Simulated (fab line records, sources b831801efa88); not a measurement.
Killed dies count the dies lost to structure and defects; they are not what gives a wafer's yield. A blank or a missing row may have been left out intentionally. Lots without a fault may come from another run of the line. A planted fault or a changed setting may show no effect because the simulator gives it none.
A single fault, viewed from 2 desks || flow sfq line || only its own numbers are on each desk; what lay behind them is given at the end

== AT THE TOOL OWNER'S DESK: cmp-02 ==
The tool's own readings at SFQ_TRILAYER_I1_CMP_CMP_046 (polishes SiO2): means of the sampled wafers that have a number, for each lot that ran on this tool. The brackets show how far a lot's mean lies from the usual mean; more than 4 standard deviations puts the lot out of limits, marked OUT.
Columns: A = motor current A at SFQ_TRILAYER_I1_CMP_CMP_046, usual 10.7 A; B = platen rpm at SFQ_TRILAYER_I1_CMP_CMP_046, usual 60.01 rpm; C = time to endpoint s at SFQ_TRILAYER_I1_CMP_CMP_046, usual 214 s
{"lot": "L799", "first seen here": "day 29 14:48", "A": 11.2, "B": 60.02, "C": 214}
{"lot": "L800", "first seen here": "day 29 18:36", "A": 10.7, "B": 59.98, "C": 215}
{"lot": "L802", "first seen here": "day 30 07:14", "A": 10.8, "B": 60.01, "C": 241}
{"lot": "L803", "first seen here": "day 30 13:14", "A": 11.2, "B": 60.02, "C": "266 (+7.2) OUT"}
{"lot": "L811", "first seen here": "day 33 17:14", "A": 11.1, "B": 60.01, "C": 208}
{"lot": "L812", "first seen here": "day 33 19:59", "A": 10.9, "B": 60.00, "C": 215}
Finding of this desk: L803 out of limits; the first was L803 at day 30 13:14, on time to endpoint s at SFQ_TRILAYER_I1_CMP_CMP_046. In limits: L799, L800, L802, L811, L812.

== FROM THE METROLOGY DESK ==
What the gauges read, lot by lot, whatever tool the lot ran on: means of the sampled wafers that have a number. The brackets show how far a lot's mean lies from the usual mean; more than 4 standard deviations puts the lot out of limits, marked OUT.
Columns: A = INCOMING_BOW at SFQ_INCOMING_BOW_MEAS_900, usual -1 um; B = L0V_OVL at SFQ_L0V_OVL_MEAS_903, usual 1 nm; C = I7_BOW at SFQ_I7_BOW_MEAS_946, usual 8 um
{"lot": "L790", "first seen here": "day 1 10:02", "A": -2, "B": 1, "C": 3}
{"lot": "L791", "first seen here": "day 1 15:02", "A": -5, "B": 6, "C": 1}
{"lot": "L794", "first seen here": "day 2 06:00", "A": -3, "B": 2, "C": -2}
{"lot": "L797", "first seen here": "day 2 21:02", "A": -4, "B": 5, "C": 0}
{"lot": "L799", "first seen here": "day 3 07:00", "A": -1, "B": -6, "C": 8}
{"lot": "L800", "first seen here": "day 3 12:00", "A": 2, "B": -3, "C": -13}
{"lot": "L801", "first seen here": "day 3 17:00", "A": -3, "B": 14, "C": 7}
{"lot": "L802", "first seen here": "day 3 22:02", "A": -3, "B": 6, "C": 5}
{"lot": "L803", "first seen here": "day 4 03:04", "A": 0, "B": 3, "C": -3}
{"lot": "L804", "first seen here": "day 4 08:01", "A": -0, "B": 6, "C": 8}
{"lot": "L805", "first seen here": "day 4 13:02", "A": 5, "B": 2, "C": 11}
{"lot": "L811", "first seen here": "day 5 19:02", "A": -1, "B": -2, "C": 22}
{"lot": "L812", "first seen here": "day 6 00:00", "A": 3, "B": 1, "C": 18}
{"lot": "L813", "first seen here": "day 6 05:00", "A": -4, "B": 7, "C": 8}
This desk's verdict: no lot among the 14 shows anything out of limits.

== PUT TOGETHER ==
At day 30 13:14, on L803, the tool owner's desk was in a position to raise an alarm.
The metrology desk saw nothing out of limits.
The metrology desk holds a record of L803, inside its limits.
All the named lots went through SFQ_TRILAYER_I1_CMP_CMP_046 on cmp-02.

== WHAT THE SIMULATOR PUT IN ==
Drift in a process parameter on cmp-02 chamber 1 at SFQ_TRILAYER_I1_CMP_CMP_046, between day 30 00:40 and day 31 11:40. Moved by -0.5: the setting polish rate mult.
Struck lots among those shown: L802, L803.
How many hours passed from the start of the fault until each desk's first out-of-limits reading: the tool owner's desk, 13.
